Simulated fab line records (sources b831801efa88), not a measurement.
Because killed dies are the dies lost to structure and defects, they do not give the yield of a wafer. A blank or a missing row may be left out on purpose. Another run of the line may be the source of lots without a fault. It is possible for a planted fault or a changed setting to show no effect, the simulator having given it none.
fab line records -- flow sky130
[record] lots = 5, wafers = 15, last_day = 49
route steps=708 shown LDD_N@247 LDD_P@255 LDD_HVN@267 LDD_HVP@278 PAD_OPEN@708
lots that met no fault: from a run of the same line without faults
start_h: hours from the record's first day to the start of the lot's first wafer shown -- wait_h: how many hours have passed since the lot's step before this one -- " same as the row above -- L1.1+2: a single row standing in for several wafers -- - either no value or no given start -- * or withheld: withheld -- < > ~ a bound
route shown NAME@n: a module of which the file shows steps, and the number in the route of the first -- usual: mean and standard deviation over wafers with no fault -- same: alike in all rows -- chamber/n: place in a boat -- sites: the reading at each site -- _std_site: how widely they spread, as a standard deviation -- _edge_site: inner sites' mean taken away from outer sites' mean -- radius_mm: how far each site lies from the wafer's centre -- mask NAME#n: copy n -- behind: tool/chamber where the wafer was last shaped -- hold: what put the lot on hold/how long, in hours/how the hold closed -- device: names the non-switching transistor (n, p or np) -- end of line: tests of these same wafers at the route's end -- for a step that has no rows: nothing shown but its recipe -- killed: at the first sort, the dies lost to defects and structure; wafer yield is something else -- map: a wafer's dies, x killed, . not, _ none there
set.NAME: the setting that was run; set.NAME@STEP: the one run at that earlier step -- model.NAME: the simulator's own value behind a step, which no gauge read
a table for each step, a row for each wafer; lots at some steps of the route
services: a tool's chamber out of use, with start hour (start_h, from the record's first day; less than 0 if before it), hours out, and reason
[[steps]]
[step SKY_LDD_N_IMPLANT_10]
[recipe] species = As, energy_kev = 20, dose_cm2 = 7.5e+13, tilt_deg = withheld, rotation_deg = 203
[step SKY_LDD_N_IMPLANT_11]
[recipe] species = As, energy_kev = 20, dose_cm2 = 7.5e+13, tilt_deg = withheld, rotation_deg = 293
[step SKY_LDD_N_IMPLANT_12]
[recipe] species = BF2, energy_kev = 50, dose_cm2 = 5e+12, tilt_deg = 30, rotation_deg = 0
[step SKY_LDD_N_IMPLANT_13]
[recipe] species = BF2, energy_kev = 50, dose_cm2 = 5e+12, tilt_deg = 30, rotation_deg = 90
[step SKY_LDD_N_IMPLANT_14]
[recipe] species = BF2, energy_kev = 50, dose_cm2 = 5e+12, tilt_deg = 30, rotation_deg = 180
[step SKY_LDD_N_IMPLANT_15]
[recipe] species = BF2, energy_kev = 50, dose_cm2 = 5e+12, tilt_deg = 30, rotation_deg = 270
[step SKY_LDD_N_STRIP_16]
[recipe] chemistry = O2/N2, power_w = 1400, pressure_mtorr = 1500, platen_temp_c = withheld, o2_flow_sccm = 3000, n2_flow_sccm = 300, overash_fraction = 0.5
[usual] drypump_motor_current_A = 5.8/0.38, oes_product_au = 0.406/0.0046, strip_time_to_endpoint_s = 4.313/0.019
lot.wafer,tool,chamber,start_h,wait_h,drypump_motor_current_A,oes_product_au,rf_hours_counter_h,strip_time_to_endpoint_s
L169.2,plasma_asher-02,0,406.85,0.1,5.2,0.412,68,4.332
L169.4,plasma_asher-02,1,406.85,0.1,5.5,0.411,-,4.326
L169.5,plasma_asher-02,0,406.85,0.1,5.2,0.404,-,4.329
L170.2,plasma_asher-02,0,414.78,0.1,5.2,0.402,69,4.299
L170.4,plasma_asher-02,0,414.78,0.1,5.2,0.412,-,4.324
L170.5,plasma_asher-02,1,414.78,0.1,5.5,0.402,-,4.293
L178.3,plasma_asher-03,1,491.96,0.1,6.0,0.409,-,4.284
L178.4,plasma_asher-03,0,491.96,0.1,6.0,0.408,-,4.290
L178.6,plasma_asher-03,1,491.96,0.1,6.0,0.407,-,4.295
L179.4,plasma_asher-03,0,497.13,0.1,6.0,0.405,-,4.281
L179.5,plasma_asher-03,1,497.13,0.1,6.0,0.405,-,4.295
L179.6,plasma_asher-03,0,497.13,0.1,6.0,0.405,-,4.290
L187.1,plasma_asher-03,1,568.93,0.1,6.0,0.406,90,4.293
L187.4,plasma_asher-03,0,568.93,0.1,6.0,0.403,-,4.278
L187.6,plasma_asher-03,0,568.93,0.1,6.0,0.406,-,4.304
[step SKY_LDD_N_TW_MEAS_17]
[usual] LDD_N_TW = 2594/24
lot.wafer,tool,chamber,start_h,wait_h,LDD_N_TW
L169.2,film_metro-04,-,406.96,0.1,2604
L169.4,film_metro-04,-,406.96,0.1,2608
L169.5,film_metro-04,-,406.96,0.1,2623
L170.2,film_metro-04,-,414.89,0.1,2610
L170.4,film_metro-04,-,414.89,0.1,2614
L170.5,film_metro-04,-,414.89,0.1,2609
L178.3,film_metro-04,-,492.05,0.1,2641
L178.4,film_metro-04,-,492.05,0.1,2628
L178.6,film_metro-04,-,492.05,0.1,2609
L179.4,film_metro-02,-,497.23,0.1,2587
L179.5,film_metro-02,-,497.23,0.1,2592
L179.6,film_metro-02,-,497.23,0.1,2585
L187.1,film_metro-04,-,569.03,0.1,2607
L187.4,film_metro-04,-,569.03,0.1,2608
L187.6,film_metro-04,-,569.03,0.1,2602
[step SKY_LDD_P_DEHYDRATE_00]
[recipe] temp_c = 200, time_s = 60
[step SKY_LDD_P_HMDS_01]
[recipe] prime_time_s = 60, prime_temp_c = 120
[step SKY_LDD_P_COAT_02]
[recipe] resist = NOVOLAK, spin_rpm = 3000, resist_thk_nm = 1140
[step SKY_LDD_P_SOFTBAKE_03]
[recipe] temp_c = 90, time_s = 60, resist = NOVOLAK
[step SKY_LDD_P_EXPOSE_04]
[recipe] mask_id = PSDM, na = 0.6, source_shape = conventional, sigma_outer = 0.6, polarization = unpolarized, target_cd_nm = 380, dose_mj = 138
[usual] stage_vel_mm_s = 500.05/0.24
[same] sigma_outer = 0.6
lot.wafer,tool,chamber,start_h,wait_h,mask,stage_vel_mm_s
L169.2,iline_stepper-02,0,422.67,-,PSDM#0,499.86
L169.4,iline_stepper-02,0,422.67,-,PSDM#0,499.54
L169.5,iline_stepper-02,0,422.67,-,PSDM#0,500.22
L170.2,iline_stepper-02,0,430.19,-,PSDM#0,499.84
L170.4,iline_stepper-02,0,430.19,-,PSDM#0,499.78
L170.5,iline_stepper-02,0,430.19,-,PSDM#0,500.04
L178.3,iline_stepper-02,0,506.56,-,HVPTM#0,500.43
L178.4,iline_stepper-02,0,506.56,-,HVPTM#0,500.46
L178.6,iline_stepper-02,0,506.56,-,HVPTM#0,500.71
L179.4,iline_stepper-01,0,512.59,-,PSDM#0,499.80
L179.5,iline_stepper-01,0,512.59,-,PSDM#0,499.95
L179.6,iline_stepper-01,0,512.59,-,PSDM#0,500.09
L187.1,iline_stepper-02,0,584.64,-,PSDM#0,500.21
L187.4,iline_stepper-02,0,584.64,-,PSDM#0,499.86
L187.6,iline_stepper-02,0,584.64,-,PSDM#0,499.86
[step SKY_LDD_P_PEB_05]
[recipe] temp_c = withheld, time_s = *, resist = NOVOLAK
[step SKY_LDD_P_DEVELOP_06]
[recipe] resist = NOVOLAK, developer = TMAH, develop_time_s = 60, dev_temp_c = 23
[step SKY_LDD_P_CD_MEAS_07]
[recipe] target_cd_nm = 380
[usual] cd_nm = 379.4/2.5
lot.wafer,tool,chamber,start_h,wait_h,cd_nm
L169.2,cd_sem-01,-,436.97,0.1,379.2
L169.4,cd_sem-01,-,436.97,0.1,378.2
L169.5,cd_sem-01,-,436.97,0.1,377.6
L170.2,cd_sem-02,-,445.36,0.1,380.4
L170.4,cd_sem-02,-,445.36,0.1,378.4
L170.5,cd_sem-02,-,445.36,0.1,378.8
L178.3,cd_sem-02,-,522.88,0.1,-
L178.4,cd_sem-02,-,522.88,0.1,-
L178.6,cd_sem-02,-,522.88,0.1,-
L179.4,cd_sem-02,-,527.01,0.1,380.0
L179.5,cd_sem-02,-,527.01,0.1,381.1
L179.6,cd_sem-02,-,527.01,0.1,380.9
L187.1,cd_sem-01,-,598.20,0.1,382.9
L187.4,cd_sem-01,-,598.20,0.1,382.4
L187.6,cd_sem-01,-,598.20,0.1,381.5
[step SKY_LDD_P_OVL_MEAS_08]
[usual] LDD_P_OVL = 0.7/1.1
lot.wafer,tool,chamber,start_h,wait_h,LDD_P_OVL[nm]
L169.2,overlay-01,-,437.08,0.1,0.6
L169.4,overlay-01,-,437.08,0.1,0.6
L169.5,overlay-01,-,437.08,0.1,0.0
L170.2,overlay-01,-,445.46,0.1,-1.4
L170.4,overlay-01,-,445.46,0.1,0.8
L170.5,overlay-01,-,445.46,0.1,0.9
L178.3,overlay-01,-,522.97,0.1,-
L178.4,overlay-01,-,522.97,0.1,-
L178.6,overlay-01,-,522.97,0.1,-
L179.4,overlay-01,-,527.09,0.1,3.0
L179.5,overlay-01,-,527.09,0.1,3.8
L179.6,overlay-01,-,527.09,0.1,3.1
L187.1,overlay-01,-,598.32,0.1,1.6
L187.4,overlay-01,-,598.32,0.1,-0.6
L187.6,overlay-01,-,598.32,0.1,-0.3
[step SKY_LDD_P_IMPLANT_09]
[recipe] species = BF2, energy_kev = 25, dose_cm2 = 1e+13, tilt_deg = withheld
[step SKY_LDD_P_STRIP_10]
[recipe] chemistry = O2/N2, power_w = 1400, pressure_mtorr = 1500, platen_temp_c = withheld, o2_flow_sccm = 3000, n2_flow_sccm = 300, overash_fraction = 0.5
[usual] drypump_motor_current_A = 6.0/0.41, oes_product_au = 0.715/0.0045, strip_time_to_endpoint_s = 14.19/0.043
lot.wafer,tool,chamber,start_h,wait_h,drypump_motor_current_A,oes_product_au,rf_hours_counter_h,strip_time_to_endpoint_s
L169.2,plasma_asher-03,1,437.26,0.1,6.0,0.709,77,14.22
L169.4,plasma_asher-03,1,437.26,0.1,6.0,0.727,-,14.22
L169.5,plasma_asher-03,0,437.26,0.1,6.0,0.715,-,14.19
L170.2,plasma_asher-03,0,445.64,0.1,6.0,0.713,78,14.25
L170.4,plasma_asher-03,1,445.64,0.1,6.0,0.715,-,14.24
L170.5,plasma_asher-03,0,445.64,0.1,6.0,0.708,-,14.20
L178.3,plasma_asher-01,0,523.17,0.1,5.7,0.714,-,14.21
L178.4,plasma_asher-01,1,523.17,0.1,6.5,0.717,-,14.19
L178.6,plasma_asher-01,1,523.17,0.1,6.6,0.721,-,14.19
L179.4,plasma_asher-03,0,527.29,0.1,6.0,0.716,-,14.13
L179.5,plasma_asher-03,0,527.29,0.1,6.0,0.716,-,14.15
L179.6,plasma_asher-03,1,527.29,0.1,6.0,0.716,-,14.18
L187.1,plasma_asher-04,0,598.51,0.1,6.3,0.722,76,14.25
L187.4,plasma_asher-04,1,598.51,0.1,5.2,0.714,-,14.26
L187.6,plasma_asher-04,0,598.51,0.1,6.3,0.715,-,14.27
[step SKY_LDD_P_TW_MEAS_11]
[usual] LDD_P_TW = 635/5.3
lot.wafer,tool,chamber,start_h,wait_h,LDD_P_TW
L169.2,film_metro-03,-,437.37,0.1,632
L169.4,film_metro-03,-,437.37,0.1,629
L169.5,film_metro-03,-,437.37,0.1,629
L170.2,film_metro-03,-,445.75,0.1,628
L170.4,film_metro-03,-,445.75,0.1,632
L170.5,film_metro-03,-,445.75,0.1,630
L178.3,film_metro-01,-,523.26,0.1,30
L178.4,film_metro-01,-,523.26,0.1,30
L178.6,film_metro-01,-,523.26,0.1,30
L179.4,film_metro-02,-,527.39,0.1,643
L179.5,film_metro-02,-,527.39,0.1,641
L179.6,film_metro-02,-,527.39,0.1,641
L187.1,film_metro-01,-,598.61,0.1,640
L187.4,film_metro-01,-,598.61,0.1,642
L187.6,film_metro-01,-,598.61,0.1,639
[step SKY_LDD_HVN_DEHYDRATE_00]
[recipe] temp_c = 200, time_s = 60
[step SKY_LDD_HVN_HMDS_01]
[recipe] prime_time_s = 60, prime_temp_c = 120
[step SKY_LDD_HVN_COAT_02]
[recipe] resist = NOVOLAK, spin_rpm = 3000, resist_thk_nm = 300
[step SKY_LDD_HVN_SOFTBAKE_03]
[recipe] temp_c = 90, time_s = 60, resist = NOVOLAK
[step SKY_LDD_HVN_EXPOSE_04]
[recipe] mask_id = HVNTM, na = 0.6, source_shape = conventional, sigma_outer = 0.6, polarization = unpolarized, target_cd_nm = 700, dose_mj = 127
[step SKY_LDD_HVN_PEB_05]
[recipe] temp_c = withheld, time_s = *, resist = NOVOLAK
[step SKY_LDD_HVN_DEVELOP_06]
[recipe] resist = NOVOLAK, developer = TMAH, develop_time_s = 60, dev_temp_c = 23
[step SKY_LDD_HVN_OVL_MEAS_07]
[usual] LDD_HVN_OVL = -0.4/1.4
lot.wafer,tool,chamber,start_h,wait_h,LDD_HVN_OVL[nm]
L169.2,overlay-02,-,467.86,0.1,-0.7
L169.4,overlay-02,-,467.86,0.1,1.2
L169.5,overlay-02,-,467.86,0.1,0.6
L170.2,overlay-01,-,476.27,0.1,-3.1
L170.4,overlay-01,-,476.27,0.1,-1.4
L170.5,overlay-01,-,476.27,0.1,0.2
L178.3,overlay-02,-,552.37,0.1,0.4
L178.4,overlay-02,-,552.37,0.1,0.2
L178.6,overlay-02,-,552.37,0.1,1.6
L179.4,overlay-02,-,557.28,0.1,-1.3
L179.5,overlay-02,-,557.28,0.1,0.3
L179.6,overlay-02,-,557.28,0.1,-0.8
L187.1,overlay-01,-,626.61,0.1,2.0
L187.4,overlay-01,-,626.61,0.1,1.4
L187.6,overlay-01,-,626.61,0.1,1.6
[step SKY_LDD_HVN_IMPLANT_08]
[recipe] species = P, energy_kev = 60, dose_cm2 = 3e+13, tilt_deg = 40
[step SKY_LDD_HVN_STRIP_09]
[recipe] chemistry = O2/N2, power_w = 1400, pressure_mtorr = 1500, platen_temp_c = withheld, o2_flow_sccm = 3000, n2_flow_sccm = 300, overash_fraction = 0.5
[usual] drypump_motor_current_A = 5.7/0.52, oes_product_au = 0.408/0.0042, strip_time_to_endpoint_s = 4.135/0.015
lot.wafer,tool,chamber,start_h,wait_h,drypump_motor_current_A,oes_product_au,rf_hours_counter_h,strip_time_to_endpoint_s
L169.2,plasma_asher-04,0,468.04,0.1,6.3,0.403,64,4.113
L169.4,plasma_asher-04,1,468.04,0.1,5.2,0.409,-,4.139
L169.5,plasma_asher-04,1,468.04,0.1,5.2,0.412,-,4.136
L170.2,plasma_asher-04,1,476.45,0.1,5.2,0.408,65,4.122
L170.4,plasma_asher-04,0,476.45,0.1,6.2,0.404,-,4.153
L170.5,plasma_asher-04,0,476.45,0.1,6.3,0.405,-,4.140
L178.3,plasma_asher-01,0,552.58,0.1,5.7,0.404,-,4.149
L178.4,plasma_asher-01,1,552.58,0.1,6.5,0.406,-,4.128
L178.6,plasma_asher-01,1,552.58,0.1,6.6,0.411,-,4.147
L179.4,plasma_asher-01,0,557.48,0.1,5.7,0.408,-,4.133
L179.5,plasma_asher-01,1,557.48,0.1,6.5,0.412,-,4.159
L179.6,plasma_asher-01,0,557.48,0.1,5.7,0.410,-,4.145
L187.1,plasma_asher-04,0,626.80,0.1,6.3,0.406,79,4.144
L187.4,plasma_asher-04,0,626.80,0.1,6.3,0.407,-,4.127
L187.6,plasma_asher-04,1,626.80,0.1,5.2,0.410,-,4.134
[step SKY_LDD_HVN_TW_MEAS_10]
[usual] LDD_HVN_TW = 1450/7.8
lot.wafer,tool,chamber,start_h,wait_h,LDD_HVN_TW
L169.2,film_metro-01,-,468.15,0.1,1451
L169.4,film_metro-01,-,468.15,0.1,1449
L169.5,film_metro-01,-,468.15,0.1,1446
L170.2,film_metro-01,-,476.56,0.1,1439
L170.4,film_metro-01,-,476.56,0.1,1439
L170.5,film_metro-01,-,476.56,0.1,1445
L178.3,film_metro-02,-,552.67,0.1,1445
L178.4,film_metro-02,-,552.67,0.1,1453
L178.6,film_metro-02,-,552.67,0.1,1455
L179.4,film_metro-04,-,557.58,0.1,1451
L179.5,film_metro-04,-,557.58,0.1,1454
L179.6,film_metro-04,-,557.58,0.1,1449
L187.1,film_metro-01,-,626.90,0.1,1447
L187.4,film_metro-01,-,626.90,0.1,1450
L187.6,film_metro-01,-,626.90,0.1,1434
[step SKY_LDD_HVP_DEHYDRATE_00]
[recipe] temp_c = 200, time_s = 60
[step SKY_LDD_HVP_HMDS_01]
[recipe] prime_time_s = 60, prime_temp_c = 120
[step SKY_LDD_HVP_COAT_02]
[recipe] resist = NOVOLAK, spin_rpm = 3000, resist_thk_nm = 300
[step SKY_LDD_HVP_SOFTBAKE_03]
[recipe] temp_c = 90, time_s = 60, resist = NOVOLAK
[step SKY_LDD_HVP_EXPOSE_04]
[recipe] mask_id = HVPTM, na = 0.6, source_shape = conventional, sigma_outer = 0.6, polarization = unpolarized, target_cd_nm = 700, dose_mj = 86
[step SKY_LDD_HVP_PEB_05]
[recipe] temp_c = withheld, time_s = *, resist = NOVOLAK
[step SKY_LDD_HVP_DEVELOP_06]
[recipe] resist = NOVOLAK, developer = TMAH, develop_time_s = 60, dev_temp_c = 23
[step SKY_LDD_HVP_OVL_MEAS_07]
[usual] LDD_HVP_OVL = -1.0/1.5
lot.wafer,tool,chamber,start_h,wait_h,LDD_HVP_OVL[nm]
L169.2,overlay-01,-,498.76,0.1,-0.3
L169.4,overlay-01,-,498.76,0.1,-0.7
L169.5,overlay-01,-,498.76,0.1,-1.5
L170.2,overlay-02,-,507.27,0.1,-0.6
L170.4,overlay-02,-,507.27,0.1,-1.4
L170.5,overlay-02,-,507.27,0.1,-2.0
L178.3,overlay-01,-,581.87,0.1,0.1
L178.4,overlay-01,-,581.87,0.1,1.7
L178.6,overlay-01,-,581.87,0.1,-1.2
L179.4,overlay-01,-,587.17,0.1,1.7
L179.5,overlay-01,-,587.17,0.1,0.3
L179.6,overlay-01,-,587.17,0.1,-1.2
L187.1,overlay-02,-,655.11,0.1,-1.1
L187.4,overlay-02,-,655.11,0.1,-2.9
L187.6,overlay-02,-,655.11,0.1,-4.0
[step SKY_LDD_HVP_IMPLANT_08]
[recipe] species = B, energy_kev = 20, dose_cm2 = 1.7e+13, tilt_deg = 17.9
[step SKY_LDD_HVP_STRIP_09]
[recipe] chemistry = O2/N2, power_w = 1400, pressure_mtorr = 1500, platen_temp_c = withheld, o2_flow_sccm = 3000, n2_flow_sccm = 300, overash_fraction = 0.5
[usual] drypump_motor_current_A = 5.6/0.46, oes_product_au = 0.408/0.0044, strip_time_to_endpoint_s = 4.139/0.013
lot.wafer,tool,chamber,start_h,wait_h,drypump_motor_current_A,oes_product_au,rf_hours_counter_h,strip_time_to_endpoint_s
L169.2,plasma_asher-02,1,498.94,0.1,5.5,0.406,7,4.143
L169.4,plasma_asher-02,0,498.94,0.1,5.2,0.409,-,4.136
L169.5,plasma_asher-02,0,498.94,0.1,5.2,0.417,-,4.134
L170.2,plasma_asher-03,1,507.45,0.1,6.0,0.395,84,4.132
L170.4,plasma_asher-03,1,507.45,0.1,6.0,0.421,-,4.146
L170.5,plasma_asher-03,1,507.45,0.1,6.0,0.408,-,4.110
L178.3,plasma_asher-04,1,582.08,0.1,5.1,0.411,-,4.147
L178.4,plasma_asher-04,0,582.08,0.1,6.3,0.408,-,4.158
L178.6,plasma_asher-04,1,582.08,0.1,5.1,0.408,-,4.148
L179.4,plasma_asher-03,0,587.37,0.1,6.0,0.404,-,4.129
L179.5,plasma_asher-03,0,587.37,0.1,6.0,0.414,-,4.132
L179.6,plasma_asher-03,1,587.37,0.1,6.0,0.409,-,4.111
L187.1,plasma_asher-04,0,655.30,0.1,6.3,0.412,82,4.140
L187.4,plasma_asher-04,0,655.30,0.1,6.3,0.406,-,4.142
L187.6,plasma_asher-04,0,655.30,0.1,6.3,0.412,-,4.150
[step SKY_LDD_HVP_TW_MEAS_10]
[usual] LDD_HVP_TW = 456/4.8
lot.wafer,tool,chamber,start_h,wait_h,LDD_HVP_TW
L169.2,film_metro-03,-,499.05,0.1,451
L169.4,film_metro-03,-,499.05,0.1,450
L169.5,film_metro-03,-,499.05,0.1,447
L170.2,film_metro-03,-,507.56,0.1,451
L170.4,film_metro-03,-,507.56,0.1,453
L170.5,film_metro-03,-,507.56,0.1,452
L178.3,film_metro-01,-,582.17,0.1,702
L178.4,film_metro-01,-,582.17,0.1,702
L178.6,film_metro-01,-,582.17,0.1,702
L179.4,film_metro-03,-,587.47,0.1,451
L179.5,film_metro-03,-,587.47,0.1,454
L179.6,film_metro-03,-,587.47,0.1,453
L187.1,film_metro-03,-,655.40,0.1,455
L187.4,film_metro-03,-,655.40,0.1,457
L187.6,film_metro-03,-,655.40,0.1,456
[step SKY_PAD_OPEN_PROBE_99]
[usual] killed_at_M0_to_M3 = 44/6.4, killed_at_M4_up = 3.4/2.1, killed_at_contacts = 23/5, killed_at_front_end = 15/4.5, killed_at_other = 0.3/0.54, killed_dies = 86/9.5, killed_on_rim = 17/3.9, killed_open = 48/6.9, killed_short = 38/5.9
[same] gross_dies = 492, killed_at_back_side = 0
lot.wafer,tool,chamber,start_h,wait_h,killed_at_M0_to_M3,killed_at_M4_up,killed_at_contacts,killed_at_front_end,killed_at_other,killed_dies,killed_on_rim,killed_open,killed_short
L178.3,prober-01,-,1133.52,0.2,41,2,19,430,0,492,96,41,32
L178.4,prober-01,-,1133.57,0.2,41,5,24,420,2,492,96,49,37
L178.6,prober-01,-,1133.67,0.2,43,4,25,420,0,492,96,58,35
// killed by level:class
L178.3 LDD_P:area_expose=419 VIA1:geometric_particle:open=16 CONTACT:geometric_particle:open=9 FIELD_ISO:geometric_particle:short=7 VIA1:geometric_particle:short=6 METAL1:geometric_particle:short=4 VIA2:geometric_particle:open=3 LI_CONTACT:geometric_particle:open=3
L178.4 LDD_P:area_expose=404 VIA2:geometric_particle:open=10 LI_CONTACT:geometric_particle:open=9 VIA1:geometric_particle:open=9 FIELD_ISO:geometric_particle:short=5 LOCAL_INTERCONNECT:geometric_particle:short=5 FIELD_ISO:geometric_particle:open=4 CONTACT:geometric_particle:open=4
L178.6 LDD_P:area_expose=398 LI_CONTACT:geometric_particle:open=12 VIA2:geometric_particle:open=10 VIA1:geometric_particle:open=8 FIELD_ISO:geometric_particle:open=7 CONTACT:geometric_particle:open=7 POLY_GATE:geometric_particle:open=6 METAL3:geometric_particle:short=6
// map L178.3 (x killed, . not)
__________xxxxxxxxxx_________
________xxxxxxxxxxxxxx_______
______xxxxxxxxxxxxxxxxxx_____
_____xxxxxxxxxxxxxxxxxxxx____
____xxxxxxxxxxxxxxxxxxxxxx___
___xxxxxxxxxxxxxxxxxxxxxxxx__
__xxxxxxxxxxxxxxxxxxxxxxxxxx_
_xxxxxxxxxxxxxxxxxxxxxxxxxxxx
_xxxxxxxxxxxxxxxxxxxxxxxxxxxx
_xxxxxxxxxxxxxxxxxxxxxxxxxxxx
_xxxxxxxxxxxxxxxxxxxxxxxxxxxx
_xxxxxxxxxxxxxxxxxxxxxxxxxxxx
_xxxxxxxxxxxxxxxxxxxxxxxxxxxx
_xxxxxxxxxxxxxxxxxxxxxxxxxxxx
_xxxxxxxxxxxxxxxxxxxxxxxxxxxx
__xxxxxxxxxxxxxxxxxxxxxxxxxx_
___xxxxxxxxxxxxxxxxxxxxxxxx__
____xxxxxxxxxxxxxxxxxxxxxx___
_____xxxxxxxxxxxxxxxxxxxx____
______xxxxxxxxxxxxxxxxxx_____
________xxxxxxxxxxxxxx_______
__________xxxxxxxxxx_________
// map L169.4 (x killed, . not)
__________.x....x..x_________
________...xx..x....xx_______
______...x..x.xx.x.x.x.._____
_____x..x...x....x....x..____
____.....xx......x..x.....___
___..x.....xxx.......x..x..__
__.x..x...x................x_
_.....x..x...............xx..
_...........x............x.x.
_.......x..x..xx.x...x.......
_..x...x.....x............x..
_.........xxx...x..x........x
_x...x..xx....x....xx.x....x.
_...........x...x......x..x..
_.............x........x....x
__xx....xxx.x......x....x..._
___x........xx......x...xx.__
____..........xxx.....x...___
_____.......x......x.....____
______.x.x..x..........._____
________x.xx..x..x...._______
__________x..x....xx_________
[[services]]
tool,chamber,start_h,hours,kind
plasma_asher-02,-,421.26,9.0,pm
plasma_asher-02,0,421.26,9.0,vent_cycle
plasma_asher-02,1,421.26,9.0,vent_cycle
plasma_asher-04,-,421.64,14.6,pm
plasma_asher-02,0,430.26,-,clean
plasma_asher-02,1,430.26,-,clean
plasma_asher-02,-,442.70,0.5,repair
iline_stepper-02,0,469.34,-,calibration
iline_stepper-01,0,480.42,-,calibration
iline_stepper-02,-,519.74,1.7,pm
iline_stepper-01,-,530.05,1.0,repair
iline_stepper-01,-,598.22,1.7,pm
plasma_asher-03,-,609.04,1.1,repair
plasma_asher-03,-,646.50,1.6,repair
[[key]]
[first_sign] step = SKY_LDD_P_EXPOSE_04, reading = mask, direction = changed
[effect] step = SKY_LDD_P_CD_MEAS_07, reading = cd_nm, direction = missing
[effect] step = SKY_LDD_P_OVL_MEAS_08, reading = LDD_P_OVL, direction = missing
[effect] step = SKY_LDD_P_TW_MEAS_11, reading = LDD_P_TW, direction = down, sigmas = 99+, usual = 635, struck = 30
[effect] step = SKY_LDD_HVP_TW_MEAS_10, reading = LDD_HVP_TW, direction = up, sigmas = 51, usual = 456, struck = 702
[effect] step = SKY_PAD_OPEN_PROBE_99, reading = killed_at_front_end, direction = up, sigmas = 90, usual = 15, struck = 423
[more_kills_born_at] SKY_LDD_P_EXPOSE_04@iline_stepper-02 = 1221
met_at SKY_LDD_P_EXPOSE_04
struck_wafers L178.3,L178.4,L178.6
tester_left_out L178
onset_between 430.19 506.56
[fault] kind = wrong_mask, tool = any, chamber = -, onset_h = 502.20, steps = SKY_LDD_P_EXPOSE_04, aux_copy = HVPTM#0, scope = struck_lots_only
// tester_left_out: of these lots the tester's yield and bins aren't shown, on N5 and GAA mostly nor the transistor test; their killed dies are dies lost to structure and defects alone, not to doping, threshold or leakage, so they don't give the yield
